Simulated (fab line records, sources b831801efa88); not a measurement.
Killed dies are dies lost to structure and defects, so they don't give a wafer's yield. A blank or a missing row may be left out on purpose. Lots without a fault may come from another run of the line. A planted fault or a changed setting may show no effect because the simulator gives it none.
fab line records | flow gf180mcu
record lots=6 wafers=18 last_day=34
route steps=602 shown V5@551 TOP_METAL@567
lots that met no fault: from a run of the same line without faults
start_h: hours from the record's first day to the start of the lot's first wafer shown | wait_h: hours since the lot's step before | " the same as in the row above | L1.1+2: a row that stands for several wafers | - no value, or no start given | * or withheld: withheld | < > ~ a bound
route shown NAME@n: a module of which the file shows steps, and the number in the route of the first | usual: mean/standard deviation of fault-free wafers | same: alike in all rows | chamber/n: place in a boat | sites: the reading at each site | _std_site: their standard deviation | _edge_site: outer sites' mean less inner sites' | radius_mm: how far each site lies from the wafer's centre | mask NAME#n: copy n | behind: the tool/chamber that last shaped the wafer | hold: why the lot was held/for how many hours/how that ended | device: the transistor (n, p or np) that didn't switch | end of line: the same wafers' tests at the end of the route | a step without rows: its recipe alone | killed: dies lost to structure and defects at the first sort, not the wafer's yield | map: a wafer's dies, x killed, . not, _ none there
set.NAME: the setting as run; set.NAME@STEP: as run at that earlier step | model.NAME: the simulator's own value behind a step, which no gauge read
lots at some steps of the route; a table a step, a row a wafer
services: from which hour (start_h, from the record's first day; less than 0 if before it) a tool's chamber was out of use, for how many hours, and why
## steps
# step GF_V5_EXPOSE_11
# recipe mask_id=Via5 target_cd_nm=260 na=0.68 source_shape=conventional sigma_outer=0.6 dose_mj=38
# step GF_V5_PEB_12
# recipe peb_temp_c=135 peb_time_s=90 resist=KrF
# step GF_V5_DEVELOP_13
# recipe develop_time_s=60 resist=KrF dev_temp_c=21
# step GF_V5_CD_MEAS_14
# recipe target_cd_nm=260
# usual cd_nm=260.0/1.1
# columns lot.wafer tool chamber start_h wait_h cd_nm
L633.1 cd_sem-02 - 649.50 0.1 260.1
L633.4 " - " " 260.0
L633.5 " - " " 258.0
L639.3 cd_sem-02 - 696.84 0.1 260.0
L639.4 " - " " 259.9
L639.6 " - " " 259.6
L641.1 cd_sem-01 - 706.03 0.1 260.4
L641.2 " - " " 261.4
L641.4 " - " " 260.3
L645.4 cd_sem-01 - 736.11 0.1 258.4
L645.5 " - " " 259.2
L645.6 " - " " 258.8
L651.2 cd_sem-01 - 769.30 0.1 261.5
L651.4 " - " " 262.2
L651.5 " - " " 262.1
L653.3 cd_sem-02 - 782.54 0.1 262.0
L653.5 " - " " 261.7
L653.6 " - " " 260.7
# step GF_V5_OVL_MEAS_15
# usual V5_OVL=-4/5.6
# columns lot.wafer tool chamber start_h wait_h V5_OVL[nm]
L633.1 overlay-02 - 649.62 0.1 -1
L633.4 " - " " -1
L633.5 " - " " 1
L639.3 overlay-02 - 696.93 0.1 -4
L639.4 " - " " -3
L639.6 " - " " 1
L641.1 overlay-01 - 706.15 0.1 -1
L641.2 " - " " -5
L641.4 " - " " -8
L645.4 overlay-02 - 736.19 0.1 -12
L645.5 " - " " -5
L645.6 " - " " -10
L651.2 overlay-01 - 769.41 0.1 -7
L651.4 " - " " 2
L651.5 " - " " -1
L653.3 overlay-02 - 782.63 0.1 1
L653.5 " - " " 6
L653.6 " - " " 5
# step GF_V5_ETCH_16
# recipe chemistry=N2/H2 target_depth_a=withheld overetch_a=withheld time_s=withheld target=BARC ion_energy_ev=200 source_w=500 bias_w=100 pressure_mtorr=30 n2_flow_sccm=100 h2_flow_sccm=200
# step GF_V5_ETCH_17
# recipe chemistry=C4F8/O2/Ar mask_material=KrF target=SiO2 stop_on=TiN source_w=1500 bias_w=1200 pressure_mtorr=40 c4f8_flow_sccm=withheld O2_flow_sccm=6 Ar_flow_sccm=300 time_s=withheld target_depth_a=8550
# usual oes_product_au=0.860/0.0044
# columns lot.wafer tool chamber start_h wait_h oes_product_au
L633.1 rie_diel-02 1 - - 0.858
L633.4 " 3 " " 0.854
L633.5 " 2 " " 0.861
L639.3 rie_diel-01 3 - - 0.852
L639.4 " 1 " " 0.861
L639.6 " 0 " " 0.865
L641.1 rie_diel-02 0 - - 0.868
L641.2 " 2 " " 0.869
L641.4 " 3 " " 0.866
L645.4 rie_diel-04 1 - - 0.863
L645.5 " 0 " " 0.854
L645.6 " 1 " " 0.864
L651.2 rie_diel-02 1 - - 0.862
L651.4 " 0 " " 0.860
L651.5 " 3 " " 0.863
L653.3 rie_diel-04 3 - - 0.860
L653.5 " 0 " " 0.868
L653.6 " 3 " " 0.855
# step GF_V5_STRIP_18
# recipe chemistry=O2/N2 power_w=1400 pressure_mtorr=1500 platen_temp_c=250 o2_flow_sccm=3000 n2_flow_sccm=300 overash_fraction=0.5
# usual drypump_motor_current_A=5.9/0.48 heater_power_w=340/43 oes_product_au=0.570/0.0049
# columns lot.wafer tool chamber start_h wait_h drypump_motor_current_A heater_power_w oes_product_au rf_hours_counter_h
L633.1 plasma_asher-03 1 649.81 - 5.2 276 0.571 89
L633.4 " 1 " " 5.2 282 0.571 -
L633.5 " 0 " " 6.4 328 0.572 -
L639.3 plasma_asher-03 0 697.14 - 6.4 331 0.569 -
L639.4 " 1 " " 5.2 286 0.567 -
L639.6 " 0 " " 6.4 329 0.574 -
L641.1 plasma_asher-03 0 706.34 - 6.4 324 0.568 95
L641.2 " 1 " " 5.2 283 0.566 95
L641.4 " 1 " " 5.2 285 0.569 -
L645.4 plasma_asher-03 0 736.39 - 6.4 329 0.572 -
L645.5 " 0 " " 6.4 325 0.569 -
L645.6 " 1 " " 5.2 282 0.578 -
L651.2 plasma_asher-02 1 769.59 - 6.3 422 0.563 69
L651.4 " 0 " " 5.8 351 0.573 -
L651.5 " 1 " " 6.3 424 0.568 -
L653.3 plasma_asher-02 0 782.84 - 5.8 357 0.572 -
L653.5 " 0 " " 5.8 353 0.566 -
L653.6 " 1 " " 6.3 412 0.570 -
# step GF_V5_STRIP_19
# recipe chemistry=post_etch_residue_remover time_s=1200 temp_c=72.5
# step GF_V5_CLEAN_20
# recipe chemistry=DIW dry=n2_spin
# step GF_V5_SPUTTER_21
# recipe material=Ti target_thk_nm=15 chamber_pressure_pa=5 power_w=2500 substrate_temp_c=200 time_s=80.02
# usual substrate_temp_c=200.00/0.16 throttle_valve_pct=30.1/1
# columns lot.wafer tool chamber start_h wait_h substrate_temp_c throttle_valve_pct
L633.1 pvd_sputter-03 - 650.34 0.0 199.73 30.7
L633.4 " - " " 200.03 31.5
L633.5 " - " " 199.96 29.8
L639.3 pvd_sputter-03 - 697.75 0.0 199.90 30.5
L639.4 " - " " 200.07 30.9
L639.6 " - " " 199.94 30.2
L641.1 pvd_sputter-01 - 706.94 0.0 199.89 30.6
L641.2 " - " " 200.22 30.2
L641.4 " - " " 200.15 29.6
L645.4 pvd_sputter-03 - 736.89 0.0 199.97 30.7
L645.5 " - " " 200.20 29.9
L645.6 " - " " 200.06 29.5
L651.2 pvd_sputter-04 - 770.16 0.0 200.10 30.1
L651.4 " - " " 199.94 28.3
L651.5 " - " " 200.12 28.0
L653.3 pvd_sputter-04 - 783.35 0.0 200.05 31.4
L653.5 " - " " 200.06 30.6
L653.6 " - " " 200.32 31.5
# step GF_V5_SPUTTER_22
# recipe material=TiN target_thk_nm=10 chamber_pressure_pa=5 power_w=4000 time_s=40
# usual throttle_valve_pct=30.1/0.97
# columns lot.wafer tool chamber start_h wait_h throttle_valve_pct
L633.1 pvd_sputter-03 - 650.40 0.0 30.8
L633.4 " - " " 31.2
L633.5 " - " " 29.9
L639.3 pvd_sputter-03 - 697.81 0.0 30.8
L639.4 " - " " 30.6
L639.6 " - " " 29.8
L641.1 pvd_sputter-01 - 707.00 0.0 30.6
L641.2 " - " " 30.1
L641.4 " - " " 29.5
L645.4 pvd_sputter-03 - 736.95 0.0 30.7
L645.5 " - " " 29.9
L645.6 " - " " 29.8
L651.2 pvd_sputter-04 - 770.22 0.0 30.1
L651.4 " - " " 28.6
L651.5 " - " " 28.4
L653.3 pvd_sputter-04 - 783.41 0.0 31.5
L653.5 " - " " 30.9
L653.6 " - " " 31.5
# step GF_V5_CVD_23
# recipe material=W target_thk_nm=350 time_s=104.9 temp_c=400 pressure_torr=40
# usual heater_power_w=813/98
# columns lot.wafer tool chamber start_h wait_h heater_power_w since_wet_clean_h model.W_of_V5_CVD_23.thk_nm
L633.1 cvd_w-01 1 650.44 0.0 875 246 344.8
L633.4 " 0 " " 678 - 344.3
L633.5 " 1 " " 872 - 349.4
L639.3 cvd_w-02 0 697.89 0.1 750 - 622.5
L639.4 " 1 " " 916 - 350
L639.6 " 1 " " 909 - 344.6
L641.1 cvd_w-02 0 707.04 0.0 726 803 355.7
L641.2 " 1 " " 919 803 622.6
L641.4 " 0 " " 731 - 349.9
L645.4 cvd_w-01 1 737.03 0.1 904 - 342.6
L645.5 " 0 " " 694 - 340.4
L645.6 " 1 " " 888 - 345.7
L651.2 cvd_w-02 1 770.26 0.0 910 866 358.3
L651.4 " 1 " " 904 - 355.8
L651.5 " 0 " " 741 - 351.2
L653.3 cvd_w-02 0 783.48 0.1 757 - 358.1
L653.5 " 0 " " 741 - 358.9
L653.6 " 1 " " 906 - 357
# step GF_V5_RS_MEAS_24
# recipe thk_meas_gauge=four-point-probe reads=W_of_V5_CVD_23+TiN_of_V5_SPUTTER_22+Ti_of_V5_SPUTTER_21
# usual V5_W_RS=0.326/0.0037
# columns lot.wafer tool chamber start_h wait_h V5_W_RS[ohm/sq]
L633.1 film_metro-03 - 650.60 0.1 0.332
L633.4 " - " " 0.332
L633.5 " - " " 0.328
L639.3 film_metro-02 - 698.00 0.1 0.183
L639.4 " - " " 0.327
L639.6 " - " " 0.333
L641.1 film_metro-02 - 707.15 0.1 0.322
L641.2 " - " " 0.183
L641.4 " - " " 0.327
L645.4 film_metro-02 - 737.16 0.1 0.335
L645.5 " - " " 0.337
L645.6 " - " " 0.332
L651.2 film_metro-03 - 770.39 0.1 0.319
L651.4 " - " " 0.322
L651.5 " - " " 0.325
L653.3 film_metro-01 - 783.60 0.1 0.320
L653.5 " - " " 0.319
L653.6 " - " " 0.321
# step GF_V5_THK_MEAS_25
# recipe thk_meas_gauge=xrf reads=W_of_V5_CVD_23
# usual V5_W_THK=358/4.4
# columns lot.wafer tool chamber start_h wait_h V5_W_THK[nm]
L633.1 film_metro-03 - 650.72 0.1 348
L633.4 " - " " 349
L633.5 " - " " 352
L639.3 film_metro-02 - 698.10 0.1 -
L639.4 " - " " 361
L639.6 " - " " 354
L641.1 film_metro-02 - 707.27 0.1 364
L641.2 " - " " -
L641.4 " - " " 362
L645.4 film_metro-02 - 737.25 0.1 351
L645.5 " - " " 349
L645.6 " - " " 355
L651.2 film_metro-03 - 770.50 0.1 359
L651.4 " - " " 358
L651.5 " - " " 352
L653.3 film_metro-01 - 783.70 0.1 365
L653.5 " - " " 364
L653.6 " - " " 363
# step GF_V5_CMP_26
# recipe stop_on=SiO2 down_force_psi=3.5 platen_rpm=60 t_overpolish_s=15 target_thk_nm=0 pad_velocity_m_s=0.94248
# usual motor_current_A=11.1/0.95 time_to_endpoint_s=86/4.2
# columns lot.wafer tool chamber start_h wait_h motor_current_A time_to_endpoint_s
L633.1 cmp-02 1 650.83 0.1 12.5 77
L633.4 " 2 " " 10.8 79
L633.5 " 0 " " 11.2 80
L639.4 cmp-01 1 698.19 0.1 10.9 84
L639.3 " 3 " " 10.1 149
L639.6 " 0 " " 10.8 87
L641.2 cmp-01 1 707.60 0.3 10.8 151
L641.4 " 2 " " 10.5 89
L641.1 " 0 " " 11.2 94
L645.4 cmp-01 0 737.28 0.0 11.3 89
L645.6 " 0 " " 11.2 93
L645.5 " 1 " " 11.1 84
L651.4 cmp-01 2 770.60 0.1 10.6 81
L651.2 " 3 " " 11.3 88
L651.5 " 1 " " 11.7 79
L653.3 cmp-01 2 783.74 0.0 10.5 79
L653.5 " 2 " " 10.4 82
L653.6 " 3 " " 10.6 86
# step GF_TOP_METAL_SPUTTER_00
# recipe material=Ti target_thk_nm=37.5 arriving_ion_energy_ev=80 substrate_temp_c=200 chamber_pressure_pa=2 power_w=4000 time_s=150
# usual substrate_temp_c=199.99/0.16 throttle_valve_pct=29.7/0.97
# columns lot.wafer tool chamber start_h wait_h substrate_temp_c throttle_valve_pct
L633.1 pvd_sputter-03 - 651.08 0.2 199.78 31.2
L633.4 " - " " 199.88 30.7
L633.5 " - " " 199.96 30.7
L639.3 pvd_sputter-02 - 698.44 0.1 199.74 30.6
L639.4 " - " " 200.27 28.5
L639.6 " - " " 200.02 28.5
L641.1 pvd_sputter-02 - 707.90 0.1 199.93 28.4
L641.2 " - " " 200.00 30.5
L641.4 " - " " 200.21 28.4
L645.4 pvd_sputter-03 - 737.58 0.2 199.82 30.8
L645.5 " - " " 199.99 31.2
L645.6 " - " " 199.87 29.6
L651.2 pvd_sputter-01 - 770.85 0.1 200.21 30.2
L651.4 " - " " 200.36 28.1
L651.5 " - " " 200.07 28.2
L653.3 pvd_sputter-03 - 784.04 0.2 200.13 31.3
L653.5 " - " " 199.95 30.9
L653.6 " - " " 200.17 30.1
## services
# columns tool chamber start_h hours kind
pvd_sputter-01 - 625.71 1.8 repair
cmp-01 - 636.80 0.5 repair
rie_diel-04 2 641.43 14.1 repair
rie_diel-04 1 657.59 18.1 repair
cvd_w-02 - 663.81 2.4 repair
cvd_w-01 0 673.52 2.6 repair
cmp-02 - 690.61 38.8 repair
cmp-01 - 690.67 2.4 repair
cmp-01 - 694.20 0.2 repair
cvd_w-01 1 694.38 6.8 repair
cmp-02 - 697.51 3.2 repair
plasma_asher-03 - 698.33 2.5 repair
rie_diel-01 1 709.96 13.3 repair
plasma_asher-03 - 724.07 2.8 pm
cmp-01 - 729.38 2.9 pm
cvd_w-02 - 733.59 4.9 repair
pvd_sputter-02 - 736.31 9.7 repair
cmp-01 - 750.82 4.0 pm
rie_diel-01 - 752.33 4.3 pm
cmp-02 - 758.78 2.8 pm
rie_diel-04 1 766.94 14.3 repair
pvd_sputter-01 - 767.93 2.0 repair
rie_diel-04 0 770.84 10.0 repair
plasma_asher-03 - 777.07 0.5 repair
## key
first_sign step=GF_V5_RS_MEAS_24 reading=V5_W_RS direction=down sigmas=39 usual=0.326 struck=0.183
effect step=GF_V5_THK_MEAS_25 reading=V5_W_THK direction=missing
effect step=GF_V5_CMP_26 reading=time_to_endpoint_s direction=up sigmas=15 usual=* struck=*
model_effect step=GF_V5_CVD_23 value=W_of_V5_CVD_23.thk_nm without=349.2 struck=622.5
met_at GF_V5_CVD_23
struck_wafers L639.3,L641.2
fault kind=process_parameter_drift tool=cvd_w-02 chamber=- onset_h=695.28 steps=GF_V5_CVD_23 channel=target_thk_nm offset=275.09 shape=step end_h=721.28 scope=struck_wafers_only acts_in=these_recipes_only stated=350
